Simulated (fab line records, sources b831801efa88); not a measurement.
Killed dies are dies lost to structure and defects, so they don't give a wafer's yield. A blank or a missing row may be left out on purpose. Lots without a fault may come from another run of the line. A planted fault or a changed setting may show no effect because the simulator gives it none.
Chamber matching | flow sky130 | SKY_LI_CONTACT_CMP_24 on cmp-02: 4 sister chambers
The step polishes, stops on PSG, t overpolish 20 s, target thk 0 nm. 14 wafers are shown with their chamber, then 7 later ones without.

WAFERS WITH THEIR CHAMBER
wafer  | chamber | motor_current_A (A) | time_to_endpoint_s (s) | overpolish_run_s (s)
L166.1 | 1       | 11.5                | 90                     | 19.995
L166.3 | 3       | 11.4                | 84                     | 20.004
L166.6 | 2       | 12.8                | 96                     | 20.000
L169.1 | 2       | 12.5                | 101                    | 19.984
L169.2 | 3       | 11.1                | 89                     | 20.008
L169.5 | 2       | 12.7                | 103                    | 19.986
L175.3 | 0       | 10.2                | 102                    | 20.003
L175.4 | 3       | 11.4                | 95                     | 19.983
L175.6 | 3       | 11.3                | 95                     | 20.000
L177.2 | 0       | 10.3                | 95                     | 19.995
L177.3 | 2       | 13.0                | 96                     | 20.005
L177.4 | 1       | 11.2                | 89                     | 20.006
L180.3 | 3       | 11.5                | 94                     | 20.002
L180.4 | 2       | 12.7                | 99                     | 19.987

SIGNATURES (means of the wafers above)
reading            | chamber 0 | chamber 1 | chamber 2 | chamber 3 | scatter within a chamber
motor_current_A    | 10.250    | 11.350    | 12.740    | 11.340    | 0.166
time_to_endpoint_s | 98.50     | 89.50     | 99.00     | 91.40     | 3.95
overpolish_run_s   | 19.99900  | 20.00050  | 19.99240  | 19.99940  | 0.00906
Rule: a wafer's distance from a chamber is the root of the sum, over the readings, of the square of ((its reading less the chamber's mean) divided by the reading's scatter). The wafer belongs to the nearest chamber; if the next one is less than 2 further off, it can't be placed. The scatter: the root of (the sum of the squares of (reading less its chamber's mean) over the shown wafers, divided by (wafers less chambers)).

WAFERS WITHOUT THEIR CHAMBER
wafer  | motor_current_A (A) | time_to_endpoint_s (s) | overpolish_run_s (s)
L180.6 | 11.7                | 95                     | 20.008
L186.1 | 11.2                | 97                     | 20.004
L186.2 | 10.7                | 101                    | 20.009
L186.4 | 12.8                | 99                     | 19.993
L187.1 | 12.4                | 99                     | 19.998
L187.2 | 10.2                | 101                    | 19.995
L187.4 | 11.5                | 92                     | 20.000

WHICH CHAMBER EACH WENT THROUGH
wafer  | from the rows above          | in truth
L180.6 | can't be placed: 3 or 1      | 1
L186.1 | can't be placed: 3 or 1      | 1
L186.2 | can't be placed: 0 or 3 or 1 | 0
L186.4 | 2                            | 2
L187.1 | 2                            | 2
L187.2 | 0                            | 0
L187.4 | can't be placed: 3 or 1      | 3
Placed correctly: 3 of 7. Can't be placed from these rows: 4 (the true chamber is among the candidates in 4). Placed wrongly: 0.
